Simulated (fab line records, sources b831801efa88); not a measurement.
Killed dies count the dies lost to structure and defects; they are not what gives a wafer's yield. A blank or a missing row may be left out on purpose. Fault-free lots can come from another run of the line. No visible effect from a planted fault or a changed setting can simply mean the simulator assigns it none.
Chamber matching / flow sky130 / cmp-01 running SKY_VIA3_CMP_02: 4 sister chambers
The step polishes SiO2. 14 wafers are shown with their chamber, then 7 later ones without.

== EACH WAFER AND ITS CHAMBER ==
wafer=L592.1; chamber=1; motor current A (A)=12.2
wafer=L592.2; chamber=2; motor current A (A)=12.0
wafer=L592.5; chamber=2; motor current A (A)=12.1
wafer=L594.2; chamber=2; motor current A (A)=12.7
wafer=L594.4; chamber=0; motor current A (A)=10.5
wafer=L594.5; chamber=1; motor current A (A)=12.5
wafer=L597.3; chamber=0; motor current A (A)=11.4
wafer=L597.5; chamber=2; motor current A (A)=12.3
wafer=L597.6; chamber=3; motor current A (A)=11.0
wafer=L603.2; chamber=2; motor current A (A)=13.1
wafer=L603.3; chamber=3; motor current A (A)=11.3
wafer=L603.6; chamber=2; motor current A (A)=12.1
wafer=L610.1; chamber=1; motor current A (A)=11.9
wafer=L610.2; chamber=2; motor current A (A)=12.6

SIGNATURES (averages over the wafers above)
reading=motor current A; chamber 0=10.950; chamber 1=12.200; chamber 2=12.414; chamber 3=11.150; scatter within a chamber=0.4
Rule: for a wafer and a chamber, the distance is found by dividing, reading by reading, the gap between the wafer's reading and the chamber's mean by the reading's scatter, squaring, summing and taking the root. The wafer belongs to the nearest chamber; if the next one is less than 2 further off, it can't be placed. How the scatter is found: for the shown wafers, subtract from each reading the mean of its chamber, square and add these, divide the total by (wafers less chambers), then take the root.

== WAFERS WITHOUT THEIR CHAMBER ==
wafer=L610.3; motor current A (A)=10.7
wafer=L608.1; motor current A (A)=10.3
wafer=L608.3; motor current A (A)=11.4
wafer=L608.4; motor current A (A)=12.7
wafer=L614.2; motor current A (A)=11.4
wafer=L614.5; motor current A (A)=11.4
wafer=L614.6; motor current A (A)=10.3

== CHAMBER TAKEN BY EACH ==
wafer=L610.3; from the rows above=can't be placed: 0 or 3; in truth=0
wafer=L608.1; from the rows above=can't be placed: 0 or 3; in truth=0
wafer=L608.3; from the rows above=can't be placed: 3 or 0 or 1 or 2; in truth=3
wafer=L608.4; from the rows above=can't be placed: 2 or 1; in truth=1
wafer=L614.2; from the rows above=can't be placed: 3 or 0 or 1 or 2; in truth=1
wafer=L614.5; from the rows above=can't be placed: 3 or 0 or 1 or 2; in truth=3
wafer=L614.6; from the rows above=can't be placed: 0 or 3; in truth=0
Correct placement for 0 of the 7. These rows do not allow placing 7 (true chamber among the candidates in 7). Placed wrongly: 0.
